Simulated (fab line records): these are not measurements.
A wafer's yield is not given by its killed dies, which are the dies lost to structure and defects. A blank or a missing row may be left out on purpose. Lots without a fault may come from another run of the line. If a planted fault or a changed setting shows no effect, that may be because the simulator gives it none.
Which tool did it? / flow sky130 / Sampling: 12 lots, 36 wafers, 3 of 708 route steps

== WHAT THE GAUGES READ, wafer by wafer ==
SKY_VIA4_THK_MEAS_01. Usual: for VIA4_HDPCVD_THK the level is 1744 nm and the standard deviation is 16.
lot=L793; measured=day 42 00:30; on=film_metro-04; VIA4_HDPCVD_THK (nm)=1737 1763 1763; flag=
lot=L794; measured=day 42 07:03; on=film_metro-04; VIA4_HDPCVD_THK (nm)=1743 1743 1754; flag=
lot=L795; measured=day 43 04:50; on=film_metro-01; VIA4_HDPCVD_THK (nm)=1721 1740 1751; flag=
lot=L797; measured=day 43 09:14; on=film_metro-01; VIA4_HDPCVD_THK (nm)=1743 1703 1764; flag=
lot=L798; measured=day 43 14:12; on=film_metro-04; VIA4_HDPCVD_THK (nm)=1702 1711 1736; flag=
lot=L799; measured=day 43 19:44; on=film_metro-01; VIA4_HDPCVD_THK (nm)=1733 1741 1745; flag=
lot=L800; measured=day 43 23:16; on=film_metro-04; VIA4_HDPCVD_THK (nm)=1744 1731 1762; flag=
lot=L801; measured=day 44 11:05; on=film_metro-04; VIA4_HDPCVD_THK (nm)=1772 1747 1759; flag=
lot=L803; measured=day 44 22:02; on=film_metro-04; VIA4_HDPCVD_THK (nm)=1725 1714 1730; flag=
lot=L805; measured=day 45 11:53; on=film_metro-04; VIA4_HDPCVD_THK (nm)=1743 2479 2490; flag=OFF
lot=L813; measured=day 47 11:37; on=film_metro-04; VIA4_HDPCVD_THK (nm)=1753 1741 1746; flag=
lot=L814; measured=day 47 22:24; on=film_metro-01; VIA4_HDPCVD_THK (nm)=1753 1762 1743; flag=

== TOOL THAT RAN EACH LOT (tool first, then ch and the chambers of the sampled wafers, then the start) ==
lot=L793; SKY_METAL3_SPUTTER_01=pvd_sputter-01, day 36 13:28; SKY_VIA4_HDPCVD_00=hdpcvd-02 ch 0,1, day 42 00:19
lot=L794; SKY_METAL3_SPUTTER_01=pvd_sputter-03, day 36 21:14; SKY_VIA4_HDPCVD_00=hdpcvd-01 ch 0,2, day 42 06:52
lot=L795; SKY_METAL3_SPUTTER_01=pvd_sputter-04, day 37 19:47; SKY_VIA4_HDPCVD_00=hdpcvd-01 ch 0,1,2, day 43 04:38
lot=L797; SKY_METAL3_SPUTTER_01=pvd_sputter-04, day 38 01:13; SKY_VIA4_HDPCVD_00=hdpcvd-02 ch 0,1,2, day 43 09:03
lot=L798; SKY_METAL3_SPUTTER_01=pvd_sputter-04, day 38 06:56; SKY_VIA4_HDPCVD_00=hdpcvd-01 ch 1,2, day 43 14:01
lot=L799; SKY_METAL3_SPUTTER_01=pvd_sputter-04, day 38 13:37; SKY_VIA4_HDPCVD_00=hdpcvd-02 ch 0,1,2, day 43 19:34
lot=L800; SKY_METAL3_SPUTTER_01=pvd_sputter-04, day 38 17:10; SKY_VIA4_HDPCVD_00=hdpcvd-01 ch 1,2, day 43 23:00
lot=L801; SKY_METAL3_SPUTTER_01=pvd_sputter-01, day 39 05:16; SKY_VIA4_HDPCVD_00=hdpcvd-02 ch 0,2, day 44 10:53
lot=L803; SKY_METAL3_SPUTTER_01=pvd_sputter-01, day 39 18:36; SKY_VIA4_HDPCVD_00=hdpcvd-01 ch 0,1,2, day 44 21:50
lot=L805; SKY_METAL3_SPUTTER_01=pvd_sputter-03, day 40 08:53; SKY_VIA4_HDPCVD_00=hdpcvd-01 ch 0,1, day 45 11:42
lot=L813; SKY_METAL3_SPUTTER_01=pvd_sputter-03, day 42 18:20; SKY_VIA4_HDPCVD_00=hdpcvd-02 ch 0,1,2, day 47 11:25
lot=L814; SKY_METAL3_SPUTTER_01=pvd_sputter-04, day 43 03:07; SKY_VIA4_HDPCVD_00=hdpcvd-02 ch 0,2, day 47 22:13
- SKY_METAL3_SPUTTER_01: material TiN, target thk 20 nm, time 16.7 s.
- SKY_VIA4_HDPCVD_00: deposits SiO2, target thk 1750 nm, time 291.7 s.

== WHAT THE TOOLS THEMSELVES READ (means of the sampled wafers that have a number; where no wafer has one, the mark that the record gives instead) ==
SKY_METAL3_SPUTTER_01. Usual: throttle_valve_pct at 30.2 %, with a standard deviation of 1.1.
lot=L793; tool=pvd_sputter-01; throttle_valve_pct (%)=30.6; flag=
lot=L794; tool=pvd_sputter-03; throttle_valve_pct (%)=30.7; flag=
lot=L795; tool=pvd_sputter-04; throttle_valve_pct (%)=30.4; flag=
lot=L797; tool=pvd_sputter-04; throttle_valve_pct (%)=30.8; flag=
lot=L798; tool=pvd_sputter-04; throttle_valve_pct (%)=29.7; flag=
lot=L799; tool=pvd_sputter-04; throttle_valve_pct (%)=30.4; flag=
lot=L800; tool=pvd_sputter-04; throttle_valve_pct (%)=29.1; flag=
lot=L801; tool=pvd_sputter-01; throttle_valve_pct (%)=30.2; flag=
lot=L803; tool=pvd_sputter-01; throttle_valve_pct (%)=31.1; flag=
lot=L805; tool=pvd_sputter-03; throttle_valve_pct (%)=29.8; flag=
lot=L813; tool=pvd_sputter-03; throttle_valve_pct (%)=29.8; flag=
lot=L814; tool=pvd_sputter-04; throttle_valve_pct (%)=30.0; flag=

SKY_VIA4_HDPCVD_00. Usual: run_length_s at 319.5 s, with a standard deviation of 0.73.
lot=L793; tool=hdpcvd-02; run_length_s (s)=320.2; flag=
lot=L794; tool=hdpcvd-01; run_length_s (s)=319.3; flag=
lot=L795; tool=hdpcvd-01; run_length_s (s)=319.2; flag=
lot=L797; tool=hdpcvd-02; run_length_s (s)=319.8; flag=
lot=L798; tool=hdpcvd-01; run_length_s (s)=319.5; flag=
lot=L799; tool=hdpcvd-02; run_length_s (s)=319.9; flag=
lot=L800; tool=hdpcvd-01; run_length_s (s)=320.1; flag=
lot=L801; tool=hdpcvd-02; run_length_s (s)=318.9; flag=
lot=L803; tool=hdpcvd-01; run_length_s (s)=319.5; flag=
lot=L805; tool=hdpcvd-01; run_length_s (s)=400.5; flag=OFF
lot=L813; tool=hdpcvd-02; run_length_s (s)=319.4; flag=
lot=L814; tool=hdpcvd-02; run_length_s (s)=319.4; flag=

== THE ANSWER, worked out from the rows above alone ==
Rule: a lot is off if the mean of its wafers that have a number lies more than 3 standard deviations from the usual mean. Also off: a lot with no number at a reading for which 4 or more lots have one. All remaining lots with rows at the step are treated as sound. Order of review: gauges by route order, followed by the tools' own readings, for which a lot's mean as printed above is used. The first step at which some lot is off is used, and at that step the reading that is off furthest; a lot without a number counts as furthest.
Off: L805, at SKY_VIA4_THK_MEAS_01 (VIA4_HDPCVD_THK).
If a tool, at a process step before that reading, ran all the lots that are off and no sound lot after the first of them, it fits. The gauges at SKY_VIA4_THK_MEAS_01 aren't tried: what is off there is off at SKY_VIA4_HDPCVD_00 too, on other tools, and a gauge's error can't cause that. One candidate fits, namely hdpcvd-01 at SKY_VIA4_HDPCVD_00. Its last sound lot is L803 (day 44 21:50), its first lot that is off L805 (day 45 11:42): a fault that began between those two fits.
The tool's own readings at SKY_VIA4_HDPCVD_00 bear it out: on the lots that are off they differ by more than 5 times the standard deviation of the sound lots' means. run_length_s reads 400.5 s there against 319.6 s on the sound lots.

== WHAT THE SIMULATOR PUT IN ==
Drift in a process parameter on hdpcvd-01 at SKY_VIA4_HDPCVD_00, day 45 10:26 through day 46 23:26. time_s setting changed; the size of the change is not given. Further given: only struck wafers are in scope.
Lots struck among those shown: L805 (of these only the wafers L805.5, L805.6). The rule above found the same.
